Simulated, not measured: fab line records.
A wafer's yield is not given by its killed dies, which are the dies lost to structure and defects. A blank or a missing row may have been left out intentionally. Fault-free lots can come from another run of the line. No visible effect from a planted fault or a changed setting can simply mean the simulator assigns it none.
Lot-split experiment | flow sky130 | 18 wafers read across 5 lots, on a route 708 steps long

## THE SPLIT ITSELF
At SKY_VIA4_CMP_02 (polishes SiO2), the setting leave-above-ref-nm was moved away from the recipe's 580 nm on 3 of the 18 wafers read, by -5.3% to -2.7%. For the rest of the wafers, this setting stayed at what the recipe calls for.

The split's own step is where the reading is taken.

## THE READING
SiO2_of_VIA4_HDPCVD_00.thk-nm (the simulator's own value, which no gauge read), in nm, at SKY_VIA4_CMP_02 (polishes SiO2). No usual value for it is given in the file. Average 581.0 nm, standard deviation 1.4 nm, over the 15 wafers here run with the recipe.

wafer  | tool, chamber at the split | leave-above-ref-nm as run, nm | against the recipe | SiO2_of_VIA4_HDPCVD_00.thk-nm, nm | against lot-mates on the recipe
L074.4 | cmp-02, 3                  | 580                           | recipe             | 583.8                             | -
L074.1 | cmp-02, 0                  | 580                           | recipe             | 582.7                             | -
L074.6 | cmp-02, 0                  | 580                           | recipe             | 582.1                             | -
L077.4 | cmp-01, 2                  | 580                           | recipe             | 579.4                             | -
L077.1 | cmp-01, 3                  | 580                           | recipe             | 582.4                             | -
L081.1 | cmp-01, 2                  | 580                           | recipe             | 579.4                             | -
L081.2 | cmp-01, 3                  | 580                           | recipe             | 581.3                             | -
L081.6 | cmp-01, 1                  | 549.4                         | -5.3%              | 550.3                             | -30.0
L082.1 | cmp-01, 1                  | 580                           | recipe             | 581.9                             | -
L082.2 | cmp-01, 2                  | 580                           | recipe             | 579.5                             | -
L082.3 | cmp-01, 3                  | 580                           | recipe             | 581.8                             | -
L082.4 | cmp-01, 0                  | 580                           | recipe             | 581                               | -
L082.6 | cmp-01, 2                  | 580                           | recipe             | 579.4                             | -
L084.3 | cmp-02, 0                  | 580                           | recipe             | 580.4                             | -
L084.4 | cmp-02, 1                  | 564.3                         | -2.7%              | 564.3                             | -16.0
L084.1 | cmp-02, 3                  | 564.3                         | -2.7%              | 566.1                             | -14.2
L084.5 | cmp-02, 0                  | 580                           | recipe             | 581                               | -
L084.6 | cmp-02, 1                  | 580                           | recipe             | 579.6                             | -

FIT RESULTS
A straight line over all 18 wafers: SiO2_of_VIA4_HDPCVD_00.thk-nm changes by +5.84 nm for each +1% of leave-above-ref-nm; r = +0.99; the points scatter about the line by 1.4 nm.
The same after taking each lot's own level away (the mean of its wafers on the recipe; 18 wafers): +5.66 nm for each +1%; r = +0.99; scatter 1 nm.
That fit puts the effect of the largest move of leave-above-ref-nm on the reading at 30 nm.
The span of the lots' own levels, 580.33 to 582.87 nm, comes to 1.9 times the standard deviation stated above.
So the lot-to-lot level changes the slope little: the two slopes agree.
Check: with one of the wafers moved furthest among these (-5.3%) left out of the fit, the line predicts -29.5 nm for it against its lot-mates. Against them it came out at -30 nm.

## ADDITIONAL SPLITS CARRIED BY THESE WAFERS
Before the reading, these wafers also passed through other splits. Each is held against what the fit with the lots' levels taken away leaves over:
other split on the same wafers  | wafers away from the commonest value | r with SiO2_of_VIA4_HDPCVD_00.thk-nm (lot level and that fit taken away)
SKY_VIA3_COAT_06 resist-thk-nm  | 5                                    | +0.16
SKY_VIA3_ETCH_14 source-w       | 9                                    | +0.04
SKY_CAP2M_SPUTTER_02 time-s     | 6                                    | -0.04
SKY_CAP2M_DEVELOP_11 dev-temp-c | 3                                    | -0.27
SKY_METAL4_METAL_ETCH_18 time-s | 5                                    | +0.51

## THE FILE'S OWN FIT
SiO2_of_VIA4_HDPCVD_00.thk-nm changes by +5.65 nm for each +1% of leave-above-ref-nm, r = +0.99.
